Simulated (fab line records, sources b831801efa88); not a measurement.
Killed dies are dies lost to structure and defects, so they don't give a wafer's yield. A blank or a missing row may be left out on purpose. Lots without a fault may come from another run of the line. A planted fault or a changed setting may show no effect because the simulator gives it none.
A struck lot beside a sound one | flow sky130 | 15 steps out of a route of 708
Sound: wafers L793.2, L793.4, L793.5. Struck: wafer L797.3. (L797.1 of the same lot was not struck and is left out.) The cause comes at the end.
At each step with rows: each side's tool, then ch and its chambers, then its first start. Under that, the readings that differ: sound wafers | struck wafers | difference of the means | sigmas: that difference in standard deviations of wafers without a fault.
alike: readings whose means differ by less than 2 such deviations, and words and numbers that are the same on both sides. not compared: withheld readings, readings that some wafer has no value for, bounds like >300 that may hide the same value, and numbers for which the record gives no deviation and whose values overlap.
The two part at a step that has a row with sigmas, a row that says differs or no value, or rows on one side only. Numbers that don't overlap but have no deviation are shown without sigmas and don't part them. A reading that every wafer of one side lacks parts them only if that side has two wafers or more.

first, 5 steps without rows for these wafers: SKY_LI_CONTACT_COAT_07 (resist thk 450 nm); SKY_LI_CONTACT_SOFTBAKE_08 (time 90 s); SKY_LI_CONTACT_EXPOSE_09 (exposes mask LICM1, target cd 170 nm); SKY_LI_CONTACT_PEB_10; SKY_LI_CONTACT_DEVELOP_11 (develop time 60 s).
SKY_LI_CONTACT_CD_MEAS_12: target cd 170 nm.
  sound on cd_sem-01, day 30 00:37; struck on cd_sem-02, day 31 04:46
  alike: cd_nm
SKY_LI_CONTACT_OVL_MEAS_13:
  sound on overlay-01, day 30 00:43; struck on overlay-01, day 31 04:53
  alike: LI_CONTACT_OVL
SKY_LI_CONTACT_ETCH_14: etches BARC in N2/H2, stops on SiO2, time 45.9 s, target depth 60 nm.
  sound on rie_diel-04 ch 1,3, day 30 00:45; struck on rie_diel-03 ch 3, day 31 04:55
  reading                     | sound       | struck | difference | sigmas
  drypump_motor_current_A (A) | 5.4 5.8 5.4 | 6.3    | +0.8       | +2
  alike: oes_product_au, throttle_valve_pct
  not compared: rf_hours_counter_h
SKY_LI_CONTACT_ETCH_15: etches PSG in C4F8/O2/Ar, stops on Si, target depth 600 nm.
  sound on rie_diel-04 ch 1,3, day 30 00:48; struck on rie_diel-03 ch 3, day 31 04:58
  alike: oes_product_au
SKY_LI_CONTACT_STRIP_16: strips in O2/N2.
  sound on plasma_asher-01 ch 0,1, day 30 00:53; struck on plasma_asher-04 ch 0, day 31 05:03
  reading               | sound             | struck | difference | sigmas
  oes_product_au (a.u.) | 0.368 0.376 0.380 | 0.365  | -0.010     | -2
  alike: drypump_motor_current_A, strip_time_to_endpoint_s
  not compared: rf_hours_counter_h
then, 2 steps without rows for these wafers: SKY_LI_CONTACT_CLEAN_17 (cleans in NMP, time 600 s); SKY_LI_CONTACT_PRE_CLEAN_18 (time 5.6 s).
SKY_LI_CONTACT_SPUTTER_19: material Ti, target thk 20 nm, time 106.37 s.
  sound on pvd_sputter-03, day 30 01:11; struck on pvd_sputter-03, day 31 05:31
  reading                                       | sound             | struck | difference | sigmas
  model.Ti_of_LI_CONTACT_SPUTTER_19.thk_nm (nm) | 20.16 20.04 20.23 | 26.46  | +6.32      |
  alike: throttle_valve_pct
SKY_LI_CONTACT_SPUTTER_20: material TiN, target thk 20 nm, time 80 s.
  sound on pvd_sputter-03, day 30 01:15; struck on pvd_sputter-03, day 31 05:35
  alike: throttle_valve_pct
-- the record jumps here: 16 days lie between the struck wafers' starts before and after (it left off in module LI_CONTACT and takes up again in module PAD_OPEN, whose first step shown is number 708 of the route) --
SKY_PAD_OPEN_PROBE_99:
  sound on prober-02, day 46 10:30; struck on prober-02, day 47 09:43
  alike: killed_at_M0_to_M3, killed_at_M4_up, killed_at_contacts, killed_at_front_end, killed_dies, killed_open, killed_short

WHERE THEY PART
First at SKY_LI_CONTACT_ETCH_14; last, within this record, at SKY_LI_CONTACT_STRIP_16. Later steps at which nothing parts them and some readings are alike: SKY_LI_CONTACT_SPUTTER_19, SKY_LI_CONTACT_SPUTTER_20, SKY_PAD_OPEN_PROBE_99.

WHY: what the simulator had put in
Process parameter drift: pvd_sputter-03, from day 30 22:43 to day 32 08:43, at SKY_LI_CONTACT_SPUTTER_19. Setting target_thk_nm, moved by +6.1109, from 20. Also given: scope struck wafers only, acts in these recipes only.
